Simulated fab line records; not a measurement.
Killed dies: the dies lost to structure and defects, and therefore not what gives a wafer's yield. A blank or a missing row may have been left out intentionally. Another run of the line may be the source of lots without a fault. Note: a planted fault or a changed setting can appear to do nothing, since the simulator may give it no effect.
Comparing a struck lot with a sound one | flow sfq-line | 42 out of 325 route steps
Sound: the wafers L116.1, L116.2, L116.5. The struck wafers were L119.1, L119.5, L119.6. At the end, the cause is stated.
Each step with rows lists, per side, the tool, then ch with its chambers, then its first start. Under that, the readings that differ: sound wafers | struck wafers | difference of the means | sigmas: that difference in standard deviations of wafers without a fault.
alike: same words and numbers on both sides, and readings whose means sit less than 2 such deviations apart. not compared: any withheld reading, any reading some wafer has no value for, any bound like >300 that may hide the same value, and any number with overlapping values for which the record gives no deviation.
A row with sigmas, a row that says differs or no value, or rows on one side alone: a step with any of these is where the two part. When numbers do not overlap yet have no deviation, they are printed without sigmas and do not part them. A reading that every wafer of one side lacks parts them only if that side has two wafers or more.

first, 6 steps without rows for these wafers: SFQ_TRILAYER_M1_LITHO_COAT_044 (resist thk 62 nm); SFQ_TRILAYER_M1_LITHO_COAT_039 (resist thk 600 nm); SFQ_TRILAYER_M1_LITHO_SOFTBAKE_043; SFQ_TRILAYER_M1_LITHO_EXPOSE_040 (exposes mask M1, target cd 500 nm); SFQ_TRILAYER_M1_LITHO_PEB_042 (peb time 60 s); SFQ_TRILAYER_M1_LITHO_DEVELOP_041 (time 60 s).
SFQ_M1_OVL_MEAS_911:
  struck on overlay-01, day 14 14:26; sound on overlay-01, day 11 01:02
  alike: M1_OVL
SFQ_TRILAYER_M1_BARC_OPEN_METAL_ETCH_054: etches BARC in O2, target depth 125 nm, time 41.7 s.
  sound on rie-metal-01 ch 0,1, day 11 01:04; struck on rie-metal-02 ch 0, day 14 14:39
  alike: chamber-pressure-mTorr, drypump-motor-current-A, oes-product-au
  not compared: rf-hours-counter-h
then, 1 step without rows for these wafers: SFQ_TRILAYER_M1_ETCH_METAL_ETCH_042 (etches Nb in Cl2/Ar, stops on SiO2, target depth 240 nm, time 120 s).
SFQ_TRILAYER_M1_STRIP_STRIP_043: strips in O2.
  sound on rie-metal-01 ch 0,1, day 11 01:16; struck on rie-metal-02 ch 0, day 14 15:01
  alike: chamber-pressure-mTorr, drypump-motor-current-A, oes-product-au
  not compared: rf-hours-counter-h
then, 1 step without rows for these wafers: SFQ_TRILAYER_M1_STRIP_SOLV_CLEAN_044 (cleans in NMP, time 600 s).
SFQ_TRILAYER_I1_DEP_PECVD_045: deposits SiO2 from SiH4/N2O, time 111.11 s, target thk 500 nm.
  sound on pecvd-04 ch 0,1, day 11 02:03; struck on pecvd-01 ch 0,1,2, day 14 16:24
  reading                | sound          | struck         | difference | sigmas
  throttle-valve-pct (%) | 24.0 22.6 24.2 | 26.1 26.2 27.1 | +2.9       | +2
  alike: heater-power-w, showerhead-vpp-V
SFQ_TRILAYER_I1_CMP_CMP_046: polishes SiO2.
  sound on cmp-02 ch 0,1,2, day 11 15:49; struck on cmp-02 ch 1,2,3, day 14 18:34
  reading                                             | sound             | struck            | difference | sigmas
  time-to-endpoint-s (s)                              | 207 209 214       | 240 248 261       | +40        | +5
  model.SiO2_of_TRILAYER_I1_DEP_PECVD_045.thk-nm (nm) | 199.4 198.4 199.2 | 149.3 149.8 151.3 | -48.9      |
  alike: motor-current-A
SFQ_I1_BOW_MEAS_912:
  struck on film-metro-03, day 14 20:04; sound on film-metro-03, day 11 17:49
  alike: I1_BOW
SFQ_TRILAYER_I1_METRO_MEASURE_047:
  struck on film-metro-03, day 14 20:11; sound on film-metro-03, day 11 17:56
  reading     | sound             | struck            | difference | sigmas
  thk-nm (nm) | 199.4 198.5 199.3 | 149.5 149.6 151.4 | -48.9      | -41
then, 6 steps without rows for these wafers: SFQ_TRILAYER_I1_VIA_LITHO_COAT_054 (resist thk 62 nm); SFQ_TRILAYER_I1_VIA_LITHO_COAT_049 (resist thk 650 nm); SFQ_TRILAYER_I1_VIA_LITHO_SOFTBAKE_053; SFQ_TRILAYER_I1_VIA_LITHO_EXPOSE_050 (exposes mask I1, target cd 500 nm); SFQ_TRILAYER_I1_VIA_LITHO_PEB_052 (peb time 60 s); SFQ_TRILAYER_I1_VIA_LITHO_DEVELOP_051 (time 60 s).
-- the record jumps here: 6 days lie between the struck wafers' starts before and after --
SFQ_I1_OVL_MEAS_913:
  struck on overlay-01, day 21 03:31; sound on overlay-02, day 16 22:22
  reading     | sound  | struck    | difference | sigmas
  I1_OVL (nm) | 3 -2 6 | -9 -11 -6 | -11        | -2
SFQ_TRILAYER_I1_VIA_BARC_OPEN_VIA_ETCH_071: etches BARC in O2, target depth 125 nm, time 41.7 s.
  sound on rie-diel-01 ch 0,1,3, day 16 22:25; struck on rie-diel-01 ch 1,2,3, day 21 03:33
  alike: chamber-pressure-mTorr, drypump-motor-current-A, oes-product-au
  not compared: rf-hours-counter-h
SFQ_TRILAYER_I1_VIA_ETCH_VIA_ETCH_052: etches SiO2 in CHF3, stops on Nb, target depth 260 nm.
  sound on rie-diel-01 ch 0,1,3, day 16 22:27; struck on rie-diel-01 ch 1,2,3, day 21 03:35
  reading                        | sound             | struck            | difference | sigmas
  oes-product-au (a.u.)          | 0.851 0.854 0.856 | 0.728 0.739 0.743 | -0.117     | -22
  model.etch.depth-nm (nm)       | 199.4 198.4 199.2 | 149.3 149.8 151.3 | -48.9      |
  model.I1.feature-depth-nm (nm) | 199.4 198.4 199.2 | 149.3 149.8 151.3 | -48.9      |
  alike: chamber-pressure-mTorr, drypump-motor-current-A
then, 2 steps without rows for these wafers: SFQ_TRILAYER_I1_VIA_STRIP_STRIP_053 (strips in O2); SFQ_TRILAYER_I1_VIA_STRIP_SOLV_CLEAN_054 (cleans in NMP, time 600 s).
SFQ_TRILAYER_M2_DEP_PRE_CLEAN_056: time 22.5 s.
  struck on pvd-sputter-05, day 21 04:28; sound on pvd-sputter-06, day 16 23:20
  reading                                             | sound             | struck            | difference | sigmas
  model.SiO2_of_TRILAYER_I1_DEP_PECVD_045.thk-nm (nm) | 191.9 190.9 191.7 | 141.8 142.3 143.8 | -48.9      |
then, 1 step without rows for these wafers: SFQ_TRILAYER_M2_DEP_SPUTTER_055 (material Nb, target thk 200 nm, time 133.3 s).
SFQ_M2_RS_MEAS_914: the measuring method here is four-point-probe.
  struck on film-metro-01, day 21 04:35; sound on film-metro-02, day 16 23:27
  alike: M2_NB_RS
then, 6 steps without rows for these wafers: SFQ_TRILAYER_M2_LITHO_COAT_062 (resist thk 62 nm); SFQ_TRILAYER_M2_LITHO_COAT_057 (resist thk 600 nm); SFQ_TRILAYER_M2_LITHO_SOFTBAKE_061; SFQ_TRILAYER_M2_LITHO_EXPOSE_058 (exposes mask M2, target cd 500 nm); SFQ_TRILAYER_M2_LITHO_PEB_060 (peb time 60 s); SFQ_TRILAYER_M2_LITHO_DEVELOP_059 (time 60 s).
-- the record jumps here: 6 days lie between the struck wafers' starts before and after --
SFQ_M2_OVL_MEAS_916:
  struck on overlay-02, day 27 12:17; sound on overlay-01, day 17 02:01
  alike: M2_OVL
SFQ_TRILAYER_M2_BARC_OPEN_METAL_ETCH_077: etches BARC in O2, target depth 125 nm, time 41.7 s.
  sound on rie-metal-04 ch 0,1, day 17 02:03; struck on rie-metal-04 ch 0,1, day 27 12:19
  alike: chamber-pressure-mTorr, drypump-motor-current-A, oes-product-au
  not compared: rf-hours-counter-h
then, 4 steps without rows for these wafers: SFQ_TRILAYER_M2_ETCH_METAL_ETCH_060 (etches Nb in Cl2/Ar, stops on SiO2, target depth 240 nm, time 120 s); SFQ_TRILAYER_M2_STRIP_STRIP_061 (strips in O2); SFQ_TRILAYER_M2_STRIP_SOLV_CLEAN_062 (cleans in NMP, time 600 s); SFQ_TRILAYER_I2_DEP_PECVD_063 (deposits SiO2 from SiH4/N2O, time 111.11 s, target thk 500 nm).
-- the record jumps here: 59 days lie between the struck wafers' starts before and after --
SFQ_M8_BOW_MEAS_951:
  struck on film-metro-02, day 87 00:11; sound on film-metro-02, day 86 13:23
  reading                 | sound             | struck            | difference | sigmas
  model.etest.i1.link-ohm | 1.984 1.983 1.989 | 1.932 1.936 1.919 | -0.056     |
  alike: M8_BOW

WHERE THEY PART
At SFQ_TRILAYER_I1_DEP_PECVD_045 first; at SFQ_TRILAYER_I1_VIA_ETCH_VIA_ETCH_052 last (within this record only). Later steps at which nothing parts them and some readings are alike: SFQ_M2_RS_MEAS_914, SFQ_M2_OVL_MEAS_916, SFQ_TRILAYER_M2_BARC_OPEN_METAL_ETCH_077, SFQ_M8_BOW_MEAS_951.

WHY: whatever the simulator had introduced
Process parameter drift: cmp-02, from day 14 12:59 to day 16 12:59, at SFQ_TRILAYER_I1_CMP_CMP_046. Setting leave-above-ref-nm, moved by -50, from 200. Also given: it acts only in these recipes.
